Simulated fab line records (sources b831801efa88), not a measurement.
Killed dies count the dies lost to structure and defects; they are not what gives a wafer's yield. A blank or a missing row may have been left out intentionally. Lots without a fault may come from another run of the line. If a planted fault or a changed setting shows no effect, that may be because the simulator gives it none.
2 desks, one fault ; flow gf180mcu ; what lay behind the numbers comes last; until then each desk has only its own

## DESK OF THE TOOL OWNER: implanter-04
The tool's own readings at GF_NSD_IMPLANT_10: means of the sampled wafers that have a number, for each lot that ran on this tool. If a lot's mean is further than 4 standard deviations from the usual mean, the lot is out of limits and carries the mark OUT (the distance appears in the brackets).
Columns: A = dose ions cm2 at GF_NSD_IMPLANT_10, usual 4.999e+14; B = faraday current uA at GF_NSD_IMPLANT_10, usual 2786
lot;first seen here;A;B
L289;day 13 03:42;4.994e+14;2787
L291;day 13 21:14;4.999e+14;2804
L293;day 14 15:28;5.001e+14;2744
L301;day 17 09:28;5.210e+14 (+46) OUT;2917
L303;day 18 05:43;5.205e+14 (+45) OUT;2939
This desk's finding: out of limits on L301, L303; first on L301, day 17 09:28 (dose ions cm2 at GF_NSD_IMPLANT_10). In limits: L289, L291, L293.

## METROLOGY DESK
What the gauges read for every lot (on any tool): the sampled wafers with a number, averaged. If a lot's mean is further than 4 standard deviations from the usual mean, the lot is out of limits and carries the mark OUT (the distance appears in the brackets).
Columns: A = PSD_TW at GF_PSD_TW_MEAS_11, usual 3155; B = NSD_RS at GF_PSD_RS_MEAS_14, usual 46.18 ohm/sq; C = CONTACT_CVD_00_THK at GF_CONTACT_THK_MEAS_01, usual 300 nm
lot;first seen here;A;B;C
L289;day 14 00:37;3166;46.16;301
L291;day 14 19:01;3163;46.17;300
L292;day 15 00:14;3157;46.16;302
L293;day 15 14:13;3153;46.18;301
L301;day 18 08:58;3139;45.94;296
L303;day 19 06:12;3169;45.80 (-5.1) OUT;298
L305;day 19 21:16;3174;46.22;295
L306;day 20 13:02;3149;46.31;298
L307;day 20 17:16;3170;46.10;300
L308;day 20 21:43;3158;46.28;302
L309;day 21 09:28;3135;46.30;301
L310;day 21 11:07;3136;46.13;303
L311;day 21 20:06;3160;46.16;298
L312;day 22 03:36;3151;46.17;301
This desk reports L303 out of limits; the earliest was L303 at day 19 06:24 (NSD_RS at GF_PSD_RS_MEAS_14). In limits: L289, L291, L292, L293, L301, L305, L306, L307, L308, L309, L310, L311, L312.

## PUT TOGETHER
The tool owner's desk had the chance to raise an alarm at day 17 09:28 on L301, L303.
At day 19 06:24 the metrology desk could have sounded an alarm, on L303.
The metrology desk has L301 on record, within its limits.
Every lot named ran GF_NSD_IMPLANT_10 on implanter-04.

## WHAT THE SIMULATOR HAD PUT IN
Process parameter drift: implanter-04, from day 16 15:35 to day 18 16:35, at GF_NSD_IMPLANT_10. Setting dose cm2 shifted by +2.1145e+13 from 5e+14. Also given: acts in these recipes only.
Struck lots among those shown: L301, L303.
Fault start to first reading out of limits, in hours, per desk: tool owner, 18; metrology, 63.
